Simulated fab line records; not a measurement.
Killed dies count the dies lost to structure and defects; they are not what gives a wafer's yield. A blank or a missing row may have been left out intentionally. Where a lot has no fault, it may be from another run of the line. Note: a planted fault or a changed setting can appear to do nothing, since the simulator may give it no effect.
Which of the tools did it? | flow sky130 | route of 708 steps, sampled at 1 step: 12 lots, 36 wafers

WHAT EACH GAUGE READ, for each wafer
SKY_SONOS_ONO_OVL_MEAS_14.
lot  | measured     | on         | SONOS_ONO_OVL (nm)
L075 | day 13 00:05 | overlay-02 | -2.9 -0.5 -1.5
L077 | day 13 13:32 | overlay-02 | 1.2 3.9 1.8
L079 | day 15 02:20 | overlay-02 | -1.2 0.1 -1.4
L080 | day 15 06:30 | overlay-02 | -1.6 -1.4 -5.0
L083 | day 15 19:35 | overlay-02 | 0.2 -0.6 1.0
L085 | day 16 23:26 | overlay-02 | 0.3 0.0 0.4
L086 | day 17 14:32 | overlay-02 | -0.2 -1.8 0.2
L089 | day 18 09:04 | overlay-02 | -0.9 -1.3 -2.3
L091 | day 18 18:29 | overlay-01 | 0.4 1.0 0.8
L092 | day 19 05:46 | overlay-02 | -0.2 0.3 1.2
L095 | day 20 00:33 | overlay-02 | -0.8 -1.3 -1.2
L097 | day 20 15:08 | overlay-02 | -1.7 -0.4 -1.4

WHAT TOOL EACH LOT RAN ON (gives the tool, then ch and the chambers of the sampled wafers, and finally the start)
There is no process step in the record ahead of these readings.

THE ANSWER, worked out from the rows above alone
Rule: usual is defined by the lots themselves. The widest of any qualifying gaps counts: lots, ordered by their means at a reading, are off when they make up no more than a third of the lots, leave a main group of 4 or more, and stand apart from it by 3 or more times the standard deviation of that group's means. A main group whose means are all the same, to the digits that the tables above print for the reading, isn't used. A lot without any number at a reading at which 4 lots or more have one is off too. All remaining lots with rows at the step are treated as sound.
Across all readings shown, no lot is off: no conclusion can be drawn from this.

WHAT THE SIMULATOR HAD PUT IN
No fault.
